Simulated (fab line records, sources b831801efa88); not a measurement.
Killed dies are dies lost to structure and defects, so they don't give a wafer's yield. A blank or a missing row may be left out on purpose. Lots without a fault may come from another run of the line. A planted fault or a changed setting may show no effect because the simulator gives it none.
fab line records | flow sky130
record lots=6 wafers=18 last_day=50
route steps=708 shown CONTACT@423 METAL1@434 PAD_OPEN@708
lots that met no fault: from a run of the same line without faults
start_h: hours from the record's first day to the start of the lot's first wafer shown | wait_h: hours since the lot's step before | " the same as in the row above | L1.1+2: a row that stands for several wafers | - no value, or no start given | * or withheld: withheld | < > ~ a bound
route shown NAME@n: a module of which the file shows steps, and the number in the route of the first | usual: mean/standard deviation of fault-free wafers | same: alike in all rows | chamber/n: place in a boat | sites: the reading at each site | _std_site: their standard deviation | _edge_site: outer sites' mean less inner sites' | radius_mm: how far each site lies from the wafer's centre | mask NAME#n: copy n | behind: the tool/chamber that last shaped the wafer | hold: why the lot was held/for how many hours/how that ended | device: the transistor (n, p or np) that didn't switch | end of line: the same wafers' tests at the end of the route | a step without rows: its recipe alone | killed: dies lost to structure and defects at the first sort, not the wafer's yield | map: a wafer's dies, x killed, . not, _ none there
set.NAME: the setting as run; set.NAME@STEP: as run at that earlier step | model.NAME: the simulator's own value behind a step, which no gauge read
lots at some steps of the route; a table a step, a row a wafer
services: from which hour (start_h, from the record's first day; less than 0 if before it) a tool's chamber was out of use, for how many hours, and why
## steps
# step SKY_CONTACT_ETCH_17
# recipe target=SiO2 chemistry=C4F8/O2/Ar stop_on=Si3N4 mask_material=KrF-thick source_w=1500 bias_w=1200 pressure_mtorr=40 c4f8_flow_sccm=withheld O2_flow_sccm=6 Ar_flow_sccm=300 time_s=withheld target_depth_a=3400
# usual oes_product_au=0.893/0.0042
# columns lot.wafer tool chamber start_h wait_h oes_product_au
L608.1 rie_diel-02 3 735.63 0.0 0.885
L608.4 " 0 " " 0.891
L608.5 " 1 " " 0.893
L609.1 rie_diel-03 2 743.62 0.0 0.888
L609.2 " 0 " " 0.892
L609.4 " 3 " " 0.898
L622.1 rie_diel-02 1 844.13 0.0 0.893
L622.4 " 1 " " 0.901
L622.6 " 3 " " 0.887
L623.1 rie_diel-03 3 849.63 0.0 0.885
L623.3 " 2 " " 0.884
L623.5 " 3 " " 0.896
L624.3 rie_diel-01 1 851.18 0.0 0.893
L624.5 " 0 " " 0.889
L624.6 " 1 " " 0.889
L631.1 rie_diel-01 2 901.93 0.0 0.892
L631.3 " 0 " " 0.897
L631.6 " 0 " " 0.899
# step SKY_CONTACT_ETCH_18
# recipe target=Si3N4 chemistry=CHF3/O2 stop_on=TiN source_w=600 bias_w=200 pressure_mtorr=40 chf3_flow_sccm=50 O2_flow_sccm=5 time_s=39 target_depth_a=750
# step SKY_CONTACT_STRIP_19
# recipe chemistry=O2/N2 power_w=1400 pressure_mtorr=1500 platen_temp_c=withheld o2_flow_sccm=3000 n2_flow_sccm=300 overash_fraction=0.5
# step SKY_CONTACT_STRIP_20
# recipe chemistry=post_etch_residue_remover time_s=1200 temp_c=72.5
# step SKY_CONTACT_CLEAN_21
# recipe chemistry=IPA time_s=180 temp_c=25
# step SKY_CONTACT_CLEAN_22
# recipe chemistry=O3/DIW dry=n2_spin
# step SKY_CONTACT_SPUTTER_23
# recipe material=TiN target_thk_nm=20 chamber_pressure_pa=5 power_w=4000 time_s=80
# step SKY_CONTACT_CVD_24
# recipe material=W target_thk_nm=340 time_s=102.12 temp_c=400 pressure_torr=40
# usual heater_power_w=804/36
# columns lot.wafer tool chamber start_h wait_h heater_power_w
L608.1 cvd_w-01 0 736.38 0.0 755
L608.4 " 1 " " 826
L608.5 " 1 " " 854
L609.1 cvd_w-02 0 744.37 0.0 795
L609.2 " 1 " " 843
L609.4 " 1 " " 816
L622.1 cvd_w-01 1 844.88 0.0 819
L622.4 " 1 " " 812
L622.6 " 1 " " 843
L623.1 cvd_w-01 1 850.40 0.0 835
L623.3 " 0 " " 764
L623.5 " 1 " " 822
L624.3 cvd_w-02 0 851.96 0.1 795
L624.5 " 0 " " 794
L624.6 " 1 " " 815
L631.1 cvd_w-01 1 902.67 0.0 835
L631.3 " 0 " " 726
L631.6 " 0 " " 743
# step SKY_CONTACT_RS_MEAS_25
# recipe thk_meas_gauge=four-point-probe reads=W_of_CONTACT_CVD_24+TiN_of_CONTACT_SPUTTER_23
# usual CONTACT_W_RS=0.339/0.0039
# columns lot.wafer tool chamber start_h wait_h CONTACT_W_RS[ohm/sq]
L608.1 film_metro-03 - 736.49 0.1 0.334
L608.4 " - " " 0.335
L608.5 " - " " 0.333
L609.1 film_metro-02 - 744.48 0.1 0.341
L609.2 " - " " 0.346
L609.4 " - " " 0.343
L622.1 film_metro-02 - 845.10 0.2 0.335
L622.4 " - " " 0.337
L622.6 " - " " 0.331
L623.1 film_metro-02 - 850.51 0.1 0.343
L623.3 " - " " 0.340
L623.5 " - " " 0.338
L624.3 film_metro-04 - 852.07 0.1 0.335
L624.5 " - " " 0.337
L624.6 " - " " 0.339
L631.1 film_metro-03 - 902.78 0.1 0.339
L631.3 " - " " 0.339
L631.6 " - " " 0.340
# step SKY_CONTACT_THK_MEAS_26
# recipe thk_meas_gauge=xrf reads=W_of_CONTACT_CVD_24
# usual CONTACT_W_THK=343/4.8
# columns lot.wafer tool chamber start_h wait_h CONTACT_W_THK[nm]
L608.1 film_metro-03 - 736.61 0.1 349
L608.4 " - " " 348
L608.5 " - " " 353
L609.1 film_metro-02 - 744.60 0.1 344
L609.2 " - " " 336
L609.4 " - " " 339
L622.1 film_metro-02 - 845.22 0.1 351
L622.4 " - " " 348
L622.6 " - " " 356
L623.1 film_metro-02 - 850.63 0.1 342
L623.3 " - " " 347
L623.5 " - " " 346
L624.3 film_metro-04 - 852.17 0.1 348
L624.5 " - " " 343
L624.6 " - " " 345
L631.1 film_metro-03 - 902.90 0.1 342
L631.3 " - " " 341
L631.6 " - " " 338
# step SKY_CONTACT_CMP_27
# recipe stop_on=SiO2 t_overpolish_s=15 down_force_psi=3.5 platen_rpm=60 target_thk_nm=0 pad_velocity_m_s=0.94248
# usual edge_zone_pressure_frac=1.001/0.0049 head_pressure_psi=3.500/0.0079 motor_current_A=10.7/0.73 overpolish_run_s=14.999/0.0084 retaining_ring_pressure_frac=1.000/0.0051 slurry_flow_ml_min=149.9/0.43 time_to_endpoint_s=83/3.1
# columns lot.wafer tool chamber start_h wait_h edge_zone_pressure_frac head_pressure_psi motor_current_A overpolish_run_s retaining_ring_pressure_frac slurry_flow_ml_min time_to_endpoint_s
L608.4 cmp-01 2 736.67 0.0 1.004 3.498 11.3 15.013 0.998 148.7 76
L608.1 " 0 " " 1.005 3.486 9.9 14.996 1.003 150.5 78
L608.5 " 2 " " 0.997 3.490 12.3 15.004 1.003 149.2 82
L609.2 cmp-01 2 746.70 2.1 1.012 3.501 12.3 14.994 0.993 149.8 80
L609.1 " 0 " " 0.996 3.504 9.5 14.990 1.001 150.1 84
L609.4 " 1 " " 1.013 3.501 10.3 15.015 1.004 149.2 83
L622.4 cmp-02 2 845.33 0.1 0.998 3.502 11.7 14.998 0.995 150.7 83
L622.1 " 0 " " 1.003 3.496 10.1 15.000 1.004 149.3 86
L622.6 " 2 " " 1.008 3.504 10.7 14.984 1.003 149.6 89
L623.1 cmp-01 3 850.74 0.1 1.007 3.499 10.8 14.992 1.002 150.4 81
L623.3 " 1 " " 1.000 3.504 10.1 14.993 0.996 150.3 81
L623.5 " 2 " " 0.994 3.491 11.9 15.007 1.002 150.3 81
L624.3 cmp-01 2 852.37 0.2 1.005 3.502 12.0 14.995 0.999 149.3 82
L624.5 " 3 " " 1.001 3.496 11.4 14.999 1.004 149.7 85
L624.6 " 0 " " 1.001 3.507 9.5 14.985 1.004 149.6 85
L631.1 cmp-01 3 903.01 0.1 1.004 3.473 11.0 14.995 1.001 149.9 82
L631.3 " 1 " " 0.995 3.489 10.6 14.990 0.998 149.6 81
L631.6 " 3 " " 1.001 3.488 11.2 15.013 1.008 150.0 84
# step SKY_METAL1_SPUTTER_00
# recipe material=Ti target_thk_nm=15 power_w=3000 time_s=10 chamber_pressure_pa=0.4
# usual chamber_pressure_pa=0.3998/0.00081 throttle_valve_pct=30.0/0.91
# columns lot.wafer tool chamber start_h wait_h chamber_pressure_pa throttle_valve_pct
L608.1 pvd_sputter-03 - 736.97 0.1 0.3992 30.1
L608.4 " - " " 0.4006 31.5
L608.5 " - " " 0.3987 29.7
L609.1 pvd_sputter-01 - 747.00 0.1 0.4004 30.0
L609.2 " - " " 0.3990 29.6
L609.4 " - " " 0.3997 28.6
L622.1 pvd_sputter-01 - 845.58 0.1 0.4002 28.5
L622.4 " - " " 0.4003 30.5
L622.6 " - " " 0.4008 29.6
L623.1 pvd_sputter-01 - 850.99 0.2 0.3992 28.2
L623.3 " - " " 0.4010 30.7
L623.5 " - " " 0.4006 29.7
L624.3 pvd_sputter-03 - 852.53 0.1 0.3992 31.3
L624.5 " - " " 0.4000 30.2
L624.6 " - " " 0.4002 31.3
L631.1 pvd_sputter-03 - 903.26 0.2 0.4009 29.6
L631.3 " - " " 0.4010 31.4
L631.6 " - " " 0.4007 29.8
# step SKY_METAL1_SPUTTER_01
# recipe material=TiN target_thk_nm=20 power_w=6500 time_s=16.7 chamber_pressure_pa=0.4
# usual chamber_pressure_pa=0.4000/0.00079 throttle_valve_pct=30.0/0.93
# columns lot.wafer tool chamber start_h wait_h chamber_pressure_pa throttle_valve_pct
L608.1 pvd_sputter-03 - 736.99 0.0 0.3998 30.3
L608.4 " - " " 0.3985 31.5
L608.5 " - " " 0.4011 29.5
L609.1 pvd_sputter-01 - 747.03 0.0 0.4011 29.5
L609.2 " - " " 0.4002 30.0
L609.4 " - " " 0.3994 28.4
L622.1 pvd_sputter-01 - 845.61 0.0 0.4348 27.3
L622.4 " - " " 0.4338 29.1
L622.6 " - " " 0.4338 28.5
L623.1 pvd_sputter-01 - 851.01 0.0 0.4346 27.2
L623.3 " - " " 0.4352 29.1
L623.5 " - " " 0.4356 28.7
L624.3 pvd_sputter-03 - 852.56 0.0 0.3999 31.6
L624.5 " - " " 0.4000 30.4
L624.6 " - " " 0.3992 31.4
L631.1 pvd_sputter-03 - 903.28 0.0 0.3984 29.3
L631.3 " - " " 0.4000 31.5
L631.6 " - " " 0.3998 29.8
# step SKY_METAL1_SPUTTER_02
# recipe material=AlCu target_thk_nm=250 power_w=10600 time_s=13.3 chamber_pressure_pa=0.4
# usual chamber_pressure_pa=0.4002/0.0008 throttle_valve_pct=30.0/0.92
# columns lot.wafer tool chamber start_h wait_h chamber_pressure_pa throttle_valve_pct
L608.1 pvd_sputter-03 - 737.01 0.0 0.3993 30.1
L608.4 " - " " 0.4020 31.2
L608.5 " - " " 0.3992 29.5
L609.1 pvd_sputter-01 - 747.05 0.0 0.4007 29.5
L609.2 " - " " 0.4003 29.7
L609.4 " - " " 0.3991 28.6
L622.1 pvd_sputter-01 - 845.63 0.0 0.4012 28.6
L622.4 " - " " 0.3998 30.5
L622.6 " - " " 0.3996 29.5
L623.1 pvd_sputter-01 - 851.04 0.0 0.3991 28.4
L623.3 " - " " 0.4000 30.4
L623.5 " - " " 0.4001 29.7
L624.3 pvd_sputter-03 - 852.58 0.0 0.4002 31.4
L624.5 " - " " 0.4019 30.0
L624.6 " - " " 0.4005 31.3
L631.1 pvd_sputter-03 - 903.31 0.0 0.3998 29.4
L631.3 " - " " 0.3999 31.4
L631.6 " - " " 0.4002 29.6
# step SKY_PAD_OPEN_PROBE_99
# usual defect_limited_yield=82.6/1.9 killed_at_M0_to_M3=43/7 killed_at_M4_up=3.1/2 killed_at_contacts=24/5.3 killed_at_front_end=15/4.2 killed_at_other=0.4/0.66 killed_dies=86/9.5 killed_open=47/7.4 killed_short=38/6.2 sort_bin_3_pad_short=0.9/0.44 sort_bin_5_function=10.2/1.4 sort_bin_6_memory=6.4/1.1 sort_n_pass=406/9.5 sort_yield_pct=82.6/1.9
# same gross_dies=492 killed_at_back_side=0 sort_bin_4_leakage[%]=0 sort_bin_8_speed[%]=0
# columns lot.wafer tool chamber start_h wait_h defect_limited_yield[%] killed_at_M0_to_M3 killed_at_M4_up killed_at_contacts killed_at_front_end killed_at_other killed_dies killed_open killed_short sort_bin_3_pad_short[%] sort_bin_5_function[%] sort_bin_6_memory[%] sort_n_pass sort_yield_pct[%]
L608.1 prober-01 - 1074.77 0.1 80.3 51 4 24 18 0 97 59 38 0.8 11.6 7.3 395 80.3
L608.4 prober-01 - 1074.92 0.2 81.3 47 4 32 9 0 92 58 34 0.2 11.8 6.7 400 81.3
L608.5 prober-01 - 1074.97 0.2 85.4 36 2 19 14 1 72 46 26 0.6 9.1 4.9 420 85.4
L609.1 prober-02 - 1082.91 0.1 83.1 43 4 24 11 1 83 48 35 0.8 11.0 5.1 409 83.1
L609.2 prober-02 - 1082.96 0.1 83.7 45 2 19 14 0 80 44 36 0.6 10.4 5.3 412 83.7
L609.4 prober-02 - 1083.06 0.2 85.8 31 4 19 16 0 70 42 28 0.8 7.7 5.7 422 85.8
L624.3 prober-02 - 1162.13 0.2 81.9 44 1 24 20 0 89 47 42 0.8 10.6 6.7 403 81.9
L624.5 prober-02 - 1162.23 0.2 80.9 42 0 36 15 1 94 49 44 1.2 10.4 7.5 398 80.9
L624.6 prober-02 - 1162.28 0.2 80.7 46 1 29 18 1 95 54 40 1.0 11.0 7.3 397 80.7
L631.1 prober-01 - 1194.81 0.1 81.7 43 4 29 14 0 90 49 41 1.0 11.2 6.1 402 81.7
L631.3 prober-01 - 1194.91 0.2 82.5 28 9 21 28 0 86 51 34 0.8 10.2 6.5 406 82.5
L631.6 prober-01 - 1195.06 0.2 85.8 26 3 24 16 1 70 48 22 0.2 8.3 5.7 422 85.8
# killed by level:class
L608.1 VIA1:geometric_particle:open=16 LI_CONTACT:geometric_particle:open=8 CONTACT:geometric_particle:open=8 FIELD_ISO:geometric_particle:open=7 METAL1:geometric_particle:short=6 VIA2:geometric_particle:open=6 VIA3:geometric_particle:open=5 POLY_GATE:geometric_particle:open=4
L608.4 CONTACT:geometric_particle:open=13 LI_CONTACT:geometric_particle:open=9 VIA2:geometric_particle:open=9 VIA3:geometric_particle:open=7 VIA1:geometric_particle:short=7 VIA1:geometric_particle:open=7 METAL2:geometric_particle:short=6 LOCAL_INTERCONNECT:geometric_particle:short=4
L608.5 VIA1:geometric_particle:open=14 LI_CONTACT:geometric_particle:open=12 VIA2:geometric_particle:open=6 FIELD_ISO:geometric_particle:short=5 LOCAL_INTERCONNECT:geometric_particle:short=5 VIA3:geometric_particle:open=5 METAL2:geometric_particle:short=4 FIELD_ISO:geometric_particle:open=3
L609.1 CONTACT:geometric_particle:short=10 VIA1:geometric_particle:open=10 CONTACT:geometric_particle:open=9 VIA2:geometric_particle:open=9 POLY_GATE:geometric_particle:open=6 METAL2:geometric_particle:short=5 VIA3:geometric_particle:open=5 LI_CONTACT:geometric_particle:open=4
L609.2 VIA2:geometric_particle:open=11 CONTACT:geometric_particle:open=7 FIELD_ISO:geometric_particle:open=6 VIA1:geometric_particle:short=6 VIA1:geometric_particle:open=5 METAL3:geometric_particle:short=5 CONTACT:geometric_particle:short=4 LOCAL_INTERCONNECT:geometric_particle:short=4
L609.4 VIA3:geometric_particle:open=8 CONTACT:geometric_particle:open=7 POLY_GATE:geometric_particle:open=7 LI_CONTACT:geometric_particle:open=5 CONTACT:geometric_particle:short=5 VIA1:geometric_particle:open=5 METAL2:geometric_particle:short=4 FIELD_ISO:geometric_particle:short=3
L624.3 VIA2:geometric_particle:open=9 FIELD_ISO:geometric_particle:open=7 CONTACT:geometric_particle:open=7 METAL1:geometric_particle:short=7 VIA1:geometric_particle:open=6 POLY_GATE:geometric_particle:open=6 VIA1:geometric_particle:short=6 LI_CONTACT:geometric_particle:open=5
L624.5 CONTACT:geometric_particle:open=10 VIA2:geometric_particle:open=10 LI_CONTACT:geometric_particle:open=9 CONTACT:geometric_particle:short=8 VIA3:geometric_particle:open=5 FIELD_ISO:geometric_particle:open=5 LOCAL_INTERCONNECT:geometric_particle:short=5 VIA1:geometric_particle:open=5
L624.6 VIA1:geometric_particle:open=15 CONTACT:geometric_particle:open=9 FIELD_ISO:geometric_particle:short=8 LI_CONTACT:geometric_particle:open=8 FIELD_ISO:geometric_particle:open=6 LOCAL_INTERCONNECT:geometric_particle:short=5 METAL2:geometric_particle:short=5 VIA3:geometric_particle:open=5
L631.1 LI_CONTACT:geometric_particle:open=11 VIA1:geometric_particle:open=9 METAL2:geometric_particle:short=8 LOCAL_INTERCONNECT:geometric_particle:short=6 VIA2:geometric_particle:open=6 CONTACT:geometric_particle:short=5 CONTACT:geometric_particle:open=5 VIA3:geometric_particle:open=5
L631.3 FIELD_ISO:geometric_particle:open=8 VIA1:geometric_particle:open=8 POLY_GATE:geometric_particle:short=7 CONTACT:geometric_particle:open=7 LI_CONTACT:geometric_particle:open=6 METAL4:geometric_particle:short=5 POLY_GATE:geometric_particle:open=4 LI_CONTACT:geometric_particle:short=4
L631.6 LI_CONTACT:geometric_particle:open=9 CONTACT:geometric_particle:open=8 FIELD_ISO:geometric_particle:open=6 POLY_GATE:geometric_particle:short=5 VIA2:geometric_particle:open=5 VIA1:geometric_particle:open=5 POLY_GATE:geometric_particle:open=4 VIA1:geometric_particle:short=4
## services
# columns tool chamber start_h hours kind
rie_diel-01 1 720.66 10.7 repair
cvd_w-01 - 736.80 0.9 repair
rie_diel-02 0 737.60 8.1 repair
rie_diel-01 - 755.00 0.5 repair
rie_diel-02 1 758.74 11.3 repair
pvd_sputter-03 - 763.60 1.4 repair
pvd_sputter-01 - 767.06 4.4 repair
cvd_w-01 0 773.90 13.0 repair
rie_diel-03 1 788.56 5.6 repair
rie_diel-02 2 796.98 5.3 repair
cvd_w-02 - 797.33 1.4 repair
cmp-01 - 801.32 4.3 repair
pvd_sputter-01 - 806.28 0.7 repair
cvd_w-02 0 811.18 2.8 repair
cvd_w-02 - 821.80 0.6 repair
pvd_sputter-03 - 824.07 3.8 repair
cvd_w-02 0 826.40 4.9 repair
cmp-01 - 838.50 3.7 repair
cvd_w-01 0 838.66 11.6 repair
rie_diel-02 0 843.50 6.7 repair
cvd_w-01 - 847.17 3.1 repair
pvd_sputter-01 - 858.52 5.7 repair
cvd_w-01 - 874.68 2.0 repair
cmp-01 - 899.16 3.7 pm
## key
first_sign step=SKY_METAL1_SPUTTER_01 reading=chamber_pressure_pa direction=up sigmas=44 usual=0.4000 struck=0.4346
effect step=SKY_METAL1_SPUTTER_01 reading=throttle_valve_pct direction=down sigmas=1.8 usual=30.0 struck=28.3
met_at SKY_METAL1_SPUTTER_01
struck_wafers L622.1,L622.4,L622.6,L623.1,L623.3,L623.5
onset_between 747.03 845.61
fault kind=process_parameter_drift tool=pvd_sputter-01 chamber=- onset_h=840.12 steps=SKY_METAL1_SPUTTER_01 channel=chamber_pressure_pa offset=0.034974 shape=step end_h=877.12 acts_in=these_recipes_only stated=0.4
